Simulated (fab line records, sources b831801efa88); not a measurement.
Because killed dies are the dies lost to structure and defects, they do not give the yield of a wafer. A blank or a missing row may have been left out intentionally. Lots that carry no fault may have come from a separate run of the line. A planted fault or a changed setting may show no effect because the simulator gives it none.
Matching of chambers -- flow sky130 -- SKY_CAPM_CVD_00 on pecvd-03: 3 sister chambers
The step deposits SiO2, target thk 15.5 nm. 3 wafers are shown with their chamber, then 12 later ones without.

EACH WAFER AND ITS CHAMBER
wafer,chamber,heater power w (W)
L078.4,2,866
L088.5,1,661
L090.5,0,729

WAFERS WITHOUT THEIR CHAMBER
wafer,heater power w (W)
L093.1,740
L093.3,795
L093.5,735
L094.1,867
L094.4,728
L094.6,737
L095.2,716
L095.3,862
L095.6,848
L097.4,887
L097.5,698
L097.6,702

EACH ONE'S CHAMBER
wafer,from the rows above,in truth
L093.1,0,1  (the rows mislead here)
L093.3,can't be placed: 0 or 2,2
L093.5,0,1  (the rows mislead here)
L094.1,2,2
L094.4,0,0
L094.6,0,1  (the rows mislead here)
L095.2,can't be placed: 0 or 1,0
L095.3,2,2
L095.6,2,2
L097.4,2,2
L097.5,can't be placed: 0 or 1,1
L097.6,can't be placed: 0 or 1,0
5 of 12 placed correctly. Not placeable from these rows: 4 (in 4, the candidates include the true chamber). Wrongly placed: 3.
How it was worked out, from the rows above alone: a wafer's distance from a chamber is the root of the sum, over the readings, of the square of ((its reading less the chamber's mean) divided by the reading's scatter). If the next closest chamber is less than 2 further off than the closest, the wafer can't be placed; otherwise it belongs to the closest. For every chamber, the mean is computed from those of its wafers that are shown. The scatter: with one shown wafer a chamber, the root of the mean of the squares of how far each hidden wafer lies from its nearest shown one.
